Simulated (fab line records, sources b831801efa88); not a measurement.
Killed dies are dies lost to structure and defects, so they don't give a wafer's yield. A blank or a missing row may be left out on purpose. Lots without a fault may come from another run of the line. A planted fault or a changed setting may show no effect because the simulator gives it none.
One fault seen from 2 desks | flow gf180mcu | each desk has only its own numbers; what lay behind them comes last

THE METROLOGY DESK
What the gauges read, lot by lot, whatever tool the lot ran on: means of the sampled wafers that have a number. A lot is out of limits, marked OUT, if its mean lies more than 4 standard deviations from the usual mean; the brackets give that distance.
Columns: A = HV_LDD_OVL at GF_HV_LDD_OVL_MEAS_08, usual 0.5 nm; B = SAB_CVD_00_THK at GF_SAB_THK_MEAS_01, usual 49.8 nm
lot  | first seen here | A    | B
L129 | day 9 23:36     | 0.4  | 49.5
L130 | day 10 08:54    | -0.3 | 49.8
L131 | day 10 15:09    | 1.9  | 49.3
L132 | day 10 22:04    | -1.6 | 50.1
L133 | day 11 02:49    | -0.4 | 50.1
L134 | day 11 07:45    | 0.0  | 49.6
L135 | day 11 14:58    | 2.4  | 49.2
L136 | day 12 00:03    | 1.5  | 48.9
L137 | day 12 07:36    | 1.9  | 49.9
L145 | day 14 14:24    | -1.0 | 67.0 (+25) OUT
L146 | day 15 05:25    | -1.3 | 60.4 (+16) OUT
L148 | day 15 17:54    | 0.1  | 50.7
L150 | day 16 17:19    | -0.8 | 50.1
L151 | day 17 05:41    | 1.5  | 49.6
This desk's finding: out of limits on L145, L146; first on L145, day 19 13:24 (SAB_CVD_00_THK at GF_SAB_THK_MEAS_01). In limits: L129, L130, L131, L132, L133, L134, L135, L136, L137, L148, L150, L151.

THE TOOL OWNER'S DESK: pecvd-03
The tool's own readings at GF_SAB_CVD_00 (deposits SiO2 from TEOS, target thk 50 nm, time 4.9302 s): means of the sampled wafers that have a number, for each lot that ran on this tool. A lot is out of limits, marked OUT, if its mean lies more than 4 standard deviations from the usual mean; the brackets give that distance.
Columns: A = heater_power_w at GF_SAB_CVD_00, usual 612 W; B = rf_fwd_power_W at GF_SAB_CVD_00, usual 588 W
lot  | first seen here | A   | B
L133 | day 15 11:22    | 546 | 588
L145 | day 19 13:22    | 635 | 586
L146 | day 20 12:19    | 640 | 586
This desk's finding: nothing out of limits on any of the 3 lots.

PUT TOGETHER
The metrology desk could have raised an alarm at day 19 13:24, on L145, L146.
The tool owner's desk saw nothing out of limits.
The tool owner's desk has L145, L146 on record, within its limits.
Of the lots named, all ran GF_SAB_CVD_00 on pecvd-03.

WHAT THE SIMULATOR HAD PUT IN
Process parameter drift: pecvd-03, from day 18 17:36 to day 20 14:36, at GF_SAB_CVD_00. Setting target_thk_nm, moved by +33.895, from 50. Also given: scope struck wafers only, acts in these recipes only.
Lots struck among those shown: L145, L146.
Hours from the fault's start to each desk's first reading out of limits: the metrology desk, 20.
